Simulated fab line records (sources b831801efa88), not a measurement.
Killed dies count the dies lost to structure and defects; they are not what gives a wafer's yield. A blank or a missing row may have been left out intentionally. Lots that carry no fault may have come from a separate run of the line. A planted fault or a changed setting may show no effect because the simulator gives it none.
Problem report, 8D (eight disciplines) form, completed by code -- flow gf180mcu -- the parts of the form that need people (team, actions taken, sign-off) are left out

## 1. PROBLEM STATEMENT
VT_IMPLANT_3_TW at GF_VT_IMPLANT_TW_MEAS_32 reads a mean of 306.2 on 6 wafers of 2 lots; wafers without a fault read 267.6 with a standard deviation of 1.6. Relative to the usual mean, that is a shift of +24 standard deviations.
Earliest sighting: wafer L641.1 on film metro-04 at day 10 05:31. At this step, 39 wafers from 13 lots have a number in the record. The rule behind "out" and "out of limits": a value lying over 4 standard deviations away from the usual mean. All remaining wafers that have a number are taken as sound.

## 2. WHAT THIS IS AND IS NOT
question,is,is not
which readings at this step,VT_IMPLANT_3_TW,-
which lots,"L641, L646","L629, L630, L631, L632, L633, L634, L635, L636, L647, L650, L652"
which wafers of those lots,all that have a number,-
read on which gauges,"film metro-03, film metro-04",film metro-01
when,from day 10 05:31,"up to then (24 sound wafers); but 9 sound wafers of L647, L650, L652 came after"

## 3. SUSPECTS, AND WHAT RULES EACH OUT
Counting: a tool at any process step up to the reading remains a suspect when it ran all the lots that are out and ran no sound lot after the first of those.
- the gauge at GF_VT_IMPLANT_TW_MEAS_32: ruled out. Those wafers that are out were read across 2 gauges (film metro-03, film metro-04).
- implanter-02 at GF_VT_IMPLANT_IMPLANT_30: kept. All lots that are out passed through it, beginning with L641 at day 10 05:16, and no sound lot followed; its final sound lot before that point was L635 at day 8 17:58. Its own dose ions cm2, faraday current uA readings are out on those wafers.
Left after counting: implanter-02 at GF_VT_IMPLANT_IMPLANT_30.

## 4. THE CAUSE (what the simulator had put in)
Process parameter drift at GF_VT_IMPLANT_IMPLANT_30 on implanter-02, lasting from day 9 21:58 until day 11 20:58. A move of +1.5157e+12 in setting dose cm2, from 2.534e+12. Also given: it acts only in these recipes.
Only this tool survived the counting.

## 5. THE EFFECT CHAIN, in route order
Each row: a reading where the mean over the struck wafers with a number is more than 3 standard deviations away from the usual. Readings are gone through only where the record gives a usual standard deviation; hours: the median, over the lots, of the time from a lot's start at the first step in this table giving one to that lot's start at this step; sigmas: the change measured in usual standard deviations.
hours,step,reading,usual,on struck wafers,change,sigmas
0,GF_VT_IMPLANT_IMPLANT_30,dose ions cm2,2.5343e+12,4.0503e+12,+1.5160e+12,+99 or more
0,GF_VT_IMPLANT_IMPLANT_30,faraday current uA,14.29,22.96,+8.67,+30
0,GF_VT_IMPLANT_TW_MEAS_32,VT_IMPLANT_3_TW,267.6,306.2,+38.6,+24
The process steps in it:
- GF_VT_IMPLANT_IMPLANT_30
Later measuring or inspecting steps at which every struck wafer that the step has a row for has a number for every such reading, and none has moved that far: GF_HV_LDD_OVL_MEAS_47.

## 6. HOW IT WOULD HAVE BEEN CAUGHT EARLIER
The first out-of-limits reading at a measuring or inspecting step in this record came at day 10 05:31, 8 hours after the fault's start at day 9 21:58.
Tool's own readings at GF_VT_IMPLANT_IMPLANT_30, dose ions cm2, faraday current uA: out on all struck wafers the step has rows for; an alarm limit on them would have tripped on the first.
Among the 2 lots that are out, L646 began GF_VT_IMPLANT_IMPLANT_30 on implanter-02 after day 10 05:31. Holding the tool at that time would have saved it.
